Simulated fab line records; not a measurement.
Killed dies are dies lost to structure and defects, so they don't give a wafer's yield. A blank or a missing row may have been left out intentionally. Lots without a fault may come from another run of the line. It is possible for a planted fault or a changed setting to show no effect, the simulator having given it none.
Which tool was responsible?    flow sky130    45 wafers from 15 lots sampled at 2 of the route's 708 steps

## WHAT THE GAUGES SHOWED, per wafer
SKY_POLY_GATE_OVL_MEAS_14. Usual: POLY_GATE_OVL 3 nm, standard deviation 4.9.
lot   measured      on          POLY_GATE_OVL (nm)  flag
L678  day 16 02:20  overlay-02  8 -1 -3             
L679  day 16 13:47  overlay-02  -1 2 -4             
L681  day 16 19:34  overlay-01  -1 9 0              
L682  day 17 11:27  overlay-02  -1 1 1              
L684  day 19 04:04  overlay-02  1 6 -4              
L687  day 19 16:23  overlay-02  1 0 8               
L688  day 20 01:52  overlay-01  0 -7 3              
L689  day 20 06:50  overlay-01  5 4 11              
L690  day 20 12:19  overlay-01  4 1 2               
L691  day 21 01:26  overlay-01  3 8 -9              
L694  day 22 09:31  overlay-02  3 3 -2              
L695  day 22 14:08  overlay-02  8 4 -3              
L696  day 22 17:46  overlay-02  6 14 10             
L700  day 24 02:49  overlay-01  5 1 5               
L701  day 24 13:41  overlay-01  -3 -7 -1            

SKY_POLY_GATE_THK_MEAS_21. Usual: POLY_GATE_OXIDATION_THK 4.01 nm, standard deviation 0.083.
lot   measured      on             POLY_GATE_OXIDATION_THK (nm)  flag
L678  day 16 04:04  film-metro-02  3.98 4.04 3.95                
L679  day 16 16:37  film-metro-04  4.06 4.06 4.05                
L681  day 16 23:24  film-metro-04  4.01 4.03 4.09                
L682  day 17 13:45  film-metro-02  3.98 4.02 3.99                
L684  day 19 05:45  film-metro-02  4.04 3.96 4.03                
L687  day 19 18:07  film-metro-02  4.19 4.15 4.14                
L688  day 20 03:40  film-metro-02  4.02 3.99 4.07                
L689  day 20 08:36  film-metro-01  4.03 3.96 4.11                
L690  day 20 14:19  film-metro-01  4.04 4.13 4.06                
L691  day 21 03:07  film-metro-01  4.04 4.15 4.00                
L694  day 22 13:42  film-metro-02  4.11 3.97 4.03                
L695  day 22 16:22  film-metro-01  3.97 3.88 3.88                
L696  day 22 19:26  film-metro-04  3.98 3.94 3.96                
L700  day 24 04:29  film-metro-04  3.91 3.88 3.89                
L701  day 24 15:21  film-metro-02  3.88 3.89 3.92                

## EACH LOT AND THE TOOL THAT RAN IT (in order: tool; ch and the chambers of the sampled wafers; start)
Record: no process step prior to these readings.

## WHAT THE TOOLS THEMSELVES READ (means of the sampled wafers that have a number; where no wafer has one, the mark that the record gives instead)
The record holds no such reading with a usual standard deviation.

## THE ANSWER, worked out from the rows above alone
Rule: take the mean of a lot's wafers that have a number; if it is more than 3 standard deviations from the usual mean, the lot is off. A lot without any number at a reading at which 4 lots or more have one is off too. All remaining lots with rows at the step are treated as sound. First the gauges in route order, then the tools' own readings, where a lot's mean is used as printed above. The first step at which some lot is off is used, and at that step the reading that is off furthest; a lot without a number counts as furthest.
Across all readings shown, no lot is off: no conclusion can be drawn from this.

## WHAT THE SIMULATOR PUT IN
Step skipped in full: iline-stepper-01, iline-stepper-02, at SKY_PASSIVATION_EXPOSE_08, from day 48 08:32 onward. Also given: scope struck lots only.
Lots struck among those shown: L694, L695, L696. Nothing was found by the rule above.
